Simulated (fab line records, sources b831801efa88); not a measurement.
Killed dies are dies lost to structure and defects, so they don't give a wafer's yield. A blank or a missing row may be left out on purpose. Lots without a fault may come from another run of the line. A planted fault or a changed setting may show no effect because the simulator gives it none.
fab line records | flow sky130
record lots=7 wafers=21 last_day=50
route steps=708 shown VT_ADJUST_NCORE@125 VT_ADJUST_HVTR@131 PAD_OPEN@708
lots that met no fault: from a run of the same line without faults
start_h: hours from the record's first day to the start of the lot's first wafer shown | wait_h: hours since the lot's step before | " the same as in the row above | L1.1+2: a row that stands for several wafers | - no value, or no start given | * or withheld: withheld | < > ~ a bound
route shown NAME@n: a module of which the file shows steps, and the number in the route of the first | usual: mean/standard deviation of fault-free wafers | same: alike in all rows | chamber/n: place in a boat | sites: the reading at each site | _std_site: their standard deviation | _edge_site: outer sites' mean less inner sites' | radius_mm: how far each site lies from the wafer's centre | mask NAME#n: copy n | behind: the tool/chamber that last shaped the wafer | hold: why the lot was held/for how many hours/how that ended | device: the transistor (n, p or np) that didn't switch | end of line: the same wafers' tests at the end of the route | a step without rows: its recipe alone | killed: dies lost to structure and defects at the first sort, not the wafer's yield | map: a wafer's dies, x killed, . not, _ none there
set.NAME: the setting as run; set.NAME@STEP: as run at that earlier step | model.NAME: the simulator's own value behind a step, which no gauge read
lots at some steps of the route; a table a step, a row a wafer
services: from which hour (start_h, from the record's first day; less than 0 if before it) a tool's chamber was out of use, for how many hours, and why
## steps
# step SKY_VT_ADJUST_NCORE_DEVELOP_06
# recipe resist=NOVOLAK developer=TMAH develop_time_s=60 dev_temp_c=23
# step SKY_VT_ADJUST_NCORE_CD_MEAS_07
# recipe target_cd_nm=380
# usual cd_nm=379.4/2.8
# columns lot.wafer tool chamber start_h wait_h cd_nm
L134.1 cd_sem-01 - 210.89 0.1 381.3
L134.2 " - " " 379.3
L134.5 " - " " 383.8
L141.2 cd_sem-01 - 259.11 0.1 378.9
L141.5 " - " " 376.9
L141.6 " - " " 379.0
L148.1 cd_sem-02 - 318.66 0.1 381.9
L148.3 " - " " 382.0
L148.4 " - " " 384.0
L149.1 cd_sem-02 - 321.36 0.1 378.8
L149.4 " - " " 378.0
L149.6 " - " " 379.4
L151.4 cd_sem-02 - 336.25 0.1 374.8
L151.5 " - " " 378.5
L151.6 " - " " 375.4
L152.2 cd_sem-01 - 339.37 0.1 378.5
L152.4 " - " " 375.6
L152.5 " - " " 378.6
L153.3 cd_sem-01 - 346.75 0.1 378.5
L153.5 " - " " 380.4
L153.6 " - " " 380.2
# step SKY_VT_ADJUST_NCORE_OVL_MEAS_08
# usual VT_ADJUST_NCORE_OVL=-0.2/1.3
# columns lot.wafer tool chamber start_h wait_h VT_ADJUST_NCORE_OVL[nm]
L134.1 overlay-02 - 211.01 0.1 0.6
L134.2 " - " " 0.1
L134.5 " - " " 1.1
L141.2 overlay-02 - 259.21 0.1 -1.1
L141.5 " - " " -0.8
L141.6 " - " " -0.5
L148.1 overlay-02 - 318.78 0.1 -1.0
L148.3 " - " " -1.2
L148.4 " - " " -2.0
L149.1 overlay-02 - 321.48 0.1 -0.7
L149.4 " - " " -1.3
L149.6 " - " " -2.8
L151.4 overlay-01 - 336.33 0.1 0.3
L151.5 " - " " -1.4
L151.6 " - " " -2.9
L152.2 overlay-01 - 339.47 0.1 2.9
L152.4 " - " " 1.2
L152.5 " - " " 1.5
L153.3 overlay-01 - 346.84 0.1 0.1
L153.5 " - " " 0.9
L153.6 " - " " 0.1
# step SKY_VT_ADJUST_NCORE_IMPLANT_09
# recipe species=B energy_kev=10 dose_cm2=2.4e+12 tilt_deg=withheld
# step SKY_VT_ADJUST_NCORE_STRIP_10
# recipe chemistry=O2/N2 power_w=1400 pressure_mtorr=1500 platen_temp_c=withheld o2_flow_sccm=3000 n2_flow_sccm=300 overash_fraction=0.5
# usual drypump_motor_current_A=5.6/0.42 oes_product_au=0.716/0.005 strip_time_to_endpoint_s=14.22/0.037
# columns lot.wafer tool chamber start_h wait_h drypump_motor_current_A oes_product_au rf_hours_counter_h strip_time_to_endpoint_s
L134.1 plasma_asher-03 0 211.19 0.1 6.5 0.715 48 14.21
L134.2 " 1 " " 5.0 0.720 48 14.22
L134.5 " 1 " " 5.0 0.721 - 14.21
L141.2 plasma_asher-02 0 259.39 0.1 5.7 0.703 44 14.24
L141.5 " 0 " " 5.7 0.710 - 14.23
L141.6 " 1 " " 5.5 0.719 - 14.27
L148.1 plasma_asher-02 0 318.97 0.1 5.7 0.711 51 14.18
L148.3 " 1 " " 5.5 0.722 - 14.22
L148.4 " 0 " " 5.7 0.717 - 14.18
L149.1 plasma_asher-02 0 321.67 0.1 5.7 0.714 51 14.17
L149.4 " 0 " " 5.7 0.719 - 14.21
L149.6 " 0 " " 5.7 0.711 - 14.20
L151.4 plasma_asher-02 0 336.53 0.1 5.7 0.716 - 14.27
L151.5 " 0 " " 5.7 0.715 - 14.26
L151.6 " 1 " " 5.4 0.708 - 14.21
L152.2 plasma_asher-02 1 339.65 0.1 5.5 0.713 53 14.13
L152.4 " 1 " " 5.4 0.720 - 14.12
L152.5 " 1 " " 5.4 0.714 - 14.16
L153.3 plasma_asher-02 0 347.05 0.1 5.7 0.718 - 14.17
L153.5 " 0 " " 5.7 0.715 - 14.20
L153.6 " 1 " " 5.5 0.717 - 14.19
# step SKY_VT_ADJUST_NCORE_TW_MEAS_11
# usual VT_ADJUST_NCORE_TW=221.0/2.5
# columns lot.wafer tool chamber start_h wait_h VT_ADJUST_NCORE_TW
L134.1 film_metro-01 - 211.29 0.1 223.2
L134.2 " - " " 223.8
L134.5 " - " " 224.9
L141.2 film_metro-01 - 259.50 0.1 225.7
L141.5 " - " " 224.4
L141.6 " - " " 224.8
L148.1 film_metro-02 - 319.07 0.1 219.6
L148.3 " - " " 218.9
L148.4 " - " " 218.7
L149.1 film_metro-02 - 321.77 0.1 218.9
L149.4 " - " " 219.5
L149.6 " - " " 218.3
L151.4 film_metro-01 - 336.62 0.1 222.0
L151.5 " - " " 222.5
L151.6 " - " " 223.1
L152.2 film_metro-01 - 339.76 0.1 222.0
L152.4 " - " " 221.9
L152.5 " - " " 222.1
L153.3 film_metro-03 - 347.14 0.1 220.1
L153.5 " - " " 218.8
L153.6 " - " " 220.2
# step SKY_VT_ADJUST_HVTR_DEHYDRATE_00
# recipe temp_c=200 time_s=60
# step SKY_VT_ADJUST_HVTR_HMDS_01
# recipe prime_time_s=60 prime_temp_c=120
# step SKY_VT_ADJUST_HVTR_COAT_02
# recipe resist=NOVOLAK spin_rpm=3000 resist_thk_nm=1140
# step SKY_VT_ADJUST_HVTR_SOFTBAKE_03
# recipe temp_c=90 time_s=60 resist=NOVOLAK
# step SKY_VT_ADJUST_HVTR_EXPOSE_04
# recipe mask_id=HVTRM target_cd_nm=380 na=0.6 source_shape=conventional sigma_outer=0.6 dose_mj=150
# step SKY_VT_ADJUST_HVTR_PEB_05
# recipe temp_c=withheld time_s=* resist=NOVOLAK
# step SKY_VT_ADJUST_HVTR_DEVELOP_06
# recipe develop_time_s=60 dev_temp_c=23
# usual developer_temp_C=22.99/0.11
# columns lot.wafer tool chamber start_h wait_h developer_temp_C
L134.1 litho_track-02 0 233.24 0.1 23.00
L134.2 " 0 " " 22.97
L134.5 " 0 " " 22.93
L141.2 litho_track-01 0 283.77 0.1 23.00
L141.5 " 0 " " 23.20
L141.6 " 0 " " 23.16
L148.1 litho_track-01 0 345.15 0.1 22.15
L148.3 " 0 " " 22.14
L148.4 " 0 " " 22.03
L149.1 litho_track-01 0 347.55 0.1 22.20
L149.4 " 0 " " 22.17
L149.6 " 0 " " 22.20
L151.4 litho_track-01 0 362.92 0.1 21.91
L151.5 " 0 " " 21.98
L151.6 " 0 " " 21.95
L152.2 litho_track-03 0 366.41 0.1 22.88
L152.4 " 0 " " 22.94
L152.5 " 0 " " 23.00
L153.3 litho_track-02 0 374.19 0.1 23.08
L153.5 " 0 " " 23.14
L153.6 " 0 " " 23.09
# step SKY_VT_ADJUST_HVTR_CD_MEAS_07
# recipe target_cd_nm=380
# usual cd_nm=379.8/2.6
# columns lot.wafer tool chamber start_h wait_h cd_nm
L134.1 cd_sem-02 - 233.39 0.1 377.8
L134.2 " - " " 378.0
L134.5 " - " " 380.2
L141.2 cd_sem-02 - 283.92 0.1 381.9
L141.5 " - " " 383.0
L141.6 " - " " 379.1
L148.1 cd_sem-02 - 345.39 0.2 386.5
L148.3 " - " " 384.0
L148.4 " - " " 384.5
L149.1 cd_sem-01 - 347.70 0.1 382.1
L149.4 " - " " 380.8
L149.6 " - " " 383.1
L151.4 cd_sem-02 - 363.06 0.1 380.9
L151.5 " - " " 384.4
L151.6 " - " " 382.5
L152.2 cd_sem-02 - 366.55 0.1 375.7
L152.4 " - " " 379.0
L152.5 " - " " 378.2
L153.3 cd_sem-01 - 374.33 0.1 382.6
L153.5 " - " " 379.9
L153.6 " - " " 383.8
# step SKY_PAD_OPEN_PROBE_99
# usual killed_at_M0_to_M3=44/6.9 killed_at_M4_up=3.3/1.8 killed_at_contacts=24/5 killed_at_front_end=16/4.6 killed_at_other=0.2/0.42 killed_dies=88/9.2 killed_open=48/7.3 killed_short=40/6.5
# same gross_dies=492 killed_at_back_side=0
# columns lot.wafer tool chamber start_h wait_h killed_at_M0_to_M3 killed_at_M4_up killed_at_contacts killed_at_front_end killed_at_other killed_dies killed_open killed_short
L134.1 prober-02 - 1112.19 0.1 30 2 26 19 1 78 39 37
L134.2 prober-02 - 1112.24 0.1 33 3 27 21 0 84 40 43
L134.5 prober-02 - 1112.39 0.2 53 1 21 13 0 88 58 28
L141.2 prober-02 - 1141.67 0.1 39 4 31 16 0 90 56 34
L141.5 prober-02 - 1141.82 0.2 51 2 25 10 0 88 54 34
L141.6 prober-02 - 1141.87 0.2 42 2 22 12 0 78 47 31
L148.1 prober-02 - 1181.00 0.1 33 8 23 14 1 79 31 47
L148.3 prober-02 - 1181.10 0.2 48 1 24 9 0 82 42 40
L148.4 prober-02 - 1181.15 0.2 44 4 22 9 1 80 47 33
L149.1 prober-02 - 1187.48 0.1 31 2 19 11 0 63 35 28
L149.4 prober-02 - 1187.63 0.2 57 4 29 8 0 98 64 34
L149.6 prober-02 - 1187.73 0.2 46 4 28 7 0 85 42 43
L151.4 prober-02 - 1192.71 0.2 35 4 16 22 0 77 44 33
L151.5 prober-02 - 1192.76 0.2 51 1 20 19 0 91 52 39
L151.6 prober-02 - 1192.81 0.2 36 1 27 18 0 82 47 35
# killed by level:class
L134.1 LI_CONTACT:geometric_particle:open=10 VIA1:geometric_particle:open=8 CONTACT:geometric_particle:short=6 CONTACT:geometric_particle:open=5 VIA2:geometric_particle:open=5 FIELD_ISO:geometric_particle:short=4 VIA1:geometric_particle:short=4 METAL2:geometric_particle:short=4
L134.2 LI_CONTACT:geometric_particle:open=8 CONTACT:geometric_particle:open=8 VIA1:geometric_particle:open=8 METAL1:geometric_particle:short=8 CONTACT:geometric_particle:short=6 VIA3:geometric_particle:short=6 FIELD_ISO:geometric_particle:short=4 FIELD_ISO:geometric_particle:open=4
L134.5 VIA1:geometric_particle:open=13 VIA2:geometric_particle:open=11 LI_CONTACT:geometric_particle:open=9 CONTACT:geometric_particle:open=6 FIELD_ISO:geometric_particle:open=5 VIA2:geometric_particle:short=5 METAL1:geometric_particle:short=4 VIA3:geometric_particle:open=3
L141.2 CONTACT:geometric_particle:open=12 VIA1:geometric_particle:open=11 FIELD_ISO:geometric_particle:open=7 LI_CONTACT:geometric_particle:open=6 LOCAL_INTERCONNECT:geometric_particle:short=5 VIA3:geometric_particle:open=5 VIA1:geometric_particle:short=5 VIA2:geometric_particle:open=5
L141.5 CONTACT:geometric_particle:open=12 VIA1:geometric_particle:open=12 VIA3:geometric_particle:open=10 METAL2:geometric_particle:short=8 METAL1:geometric_particle:short=6 LI_CONTACT:geometric_particle:open=5 VIA2:geometric_particle:short=5 VIA2:geometric_particle:open=5
L141.6 VIA1:geometric_particle:open=13 CONTACT:geometric_particle:open=11 METAL2:geometric_particle:short=5 VIA2:geometric_particle:open=5 VIA3:geometric_particle:open=5 LI_CONTACT:geometric_particle:open=4 VIA1:geometric_particle:short=4 POLY_GATE:geometric_particle:open=3
L148.1 LI_CONTACT:geometric_particle:open=8 METAL4:geometric_particle:short=8 POLY_GATE:geometric_particle:short=6 VIA3:geometric_particle:short=6 CONTACT:geometric_particle:open=5 VIA1:geometric_particle:short=5 LOCAL_INTERCONNECT:geometric_particle:short=4 CONTACT:geometric_particle:short=4
L148.3 LI_CONTACT:geometric_particle:open=12 METAL1:geometric_particle:short=11 VIA1:geometric_particle:open=7 VIA3:geometric_particle:open=7 VIA1:geometric_particle:short=5 VIA2:geometric_particle:open=5 METAL3:geometric_particle:short=4 CONTACT:geometric_particle:open=4
L148.4 VIA2:geometric_particle:open=13 CONTACT:geometric_particle:open=10 VIA1:geometric_particle:open=10 METAL2:geometric_particle:short=6 LOCAL_INTERCONNECT:geometric_particle:short=4 CONTACT:geometric_particle:short=4 FIELD_ISO:geometric_particle:open=3 FIELD_ISO:geometric_particle:short=3
L149.1 VIA1:geometric_particle:open=9 VIA2:geometric_particle:open=9 LOCAL_INTERCONNECT:geometric_particle:short=5 LI_CONTACT:geometric_particle:open=4 METAL3:geometric_particle:short=4 FIELD_ISO:geometric_particle:open=3 LI_CONTACT:geometric_particle:short=3 CONTACT:geometric_particle:open=3
L149.4 VIA1:geometric_particle:open=16 LI_CONTACT:geometric_particle:open=12 CONTACT:geometric_particle:open=9 VIA2:geometric_particle:open=9 METAL1:geometric_particle:short=8 VIA3:geometric_particle:open=7 METAL4:geometric_particle:short=4 POLY_GATE:geometric_particle:open=3
L149.6 METAL1:geometric_particle:short=11 LI_CONTACT:geometric_particle:open=8 VIA1:geometric_particle:open=8 METAL2:geometric_particle:short=7 VIA2:geometric_particle:open=7 CONTACT:geometric_particle:short=6 CONTACT:geometric_particle:open=6 VIA3:geometric_particle:open=4
L151.4 CONTACT:geometric_particle:open=8 VIA1:geometric_particle:open=8 FIELD_ISO:geometric_particle:open=7 VIA1:geometric_particle:short=5 VIA3:geometric_particle:open=5 FIELD_ISO:geometric_particle:short=4 METAL1:geometric_particle:short=4 METAL2:geometric_particle:short=4
L151.5 VIA1:geometric_particle:open=13 VIA3:geometric_particle:open=8 LI_CONTACT:geometric_particle:open=7 VIA2:geometric_particle:open=7 METAL1:geometric_particle:short=6 FIELD_ISO:geometric_particle:open=5 POLY_GATE:geometric_particle:short=5 LOCAL_INTERCONNECT:geometric_particle:short=4
L151.6 VIA1:geometric_particle:open=12 CONTACT:geometric_particle:open=10 LI_CONTACT:geometric_particle:open=9 FIELD_ISO:geometric_particle:short=6 METAL2:geometric_particle:short=6 FIELD_ISO:geometric_particle:open=5 VIA2:geometric_particle:open=5 LI_CONTACT:geometric_particle:short=4
## services
# columns tool chamber start_h hours kind
plasma_asher-03 - 248.73 0.6 repair
## key
first_sign step=SKY_VT_ADJUST_HVTR_DEVELOP_06 reading=developer_temp_C direction=down sigmas=8.3 usual=* struck=*
effect step=SKY_VT_ADJUST_HVTR_CD_MEAS_07 reading=cd_nm direction=up sigmas=1.3 usual=379.8 struck=383.2 through=control_loop
met_at SKY_VT_ADJUST_HVTR_DEVELOP_06
struck_wafers L148.1,L148.3,L148.4,L149.1,L149.4,L149.6,L151.4,L151.5,L151.6
tester_left_out L148,L149,L151
loop_trim step=SKY_VT_ADJUST_HVTR_EXPOSE_04 setting=dose lots=L151
onset_between 283.77 345.15
fault kind=process_parameter_drift tool=litho_track-01 chamber=- onset_h=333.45 steps=SKY_VT_ADJUST_HVTR_DEVELOP_06 channel=dev_temp_c offset=* shape=step end_h=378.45 acts_in=* stated=*
# tester_left_out: of these lots the tester's yield and bins aren't shown, on N5 and GAA mostly nor the transistor test; their killed dies are dies lost to structure and defects alone, not to doping, threshold or leakage, so they don't give the yield
# loop_trim: a control loop set the setting to another value than it would have without faults
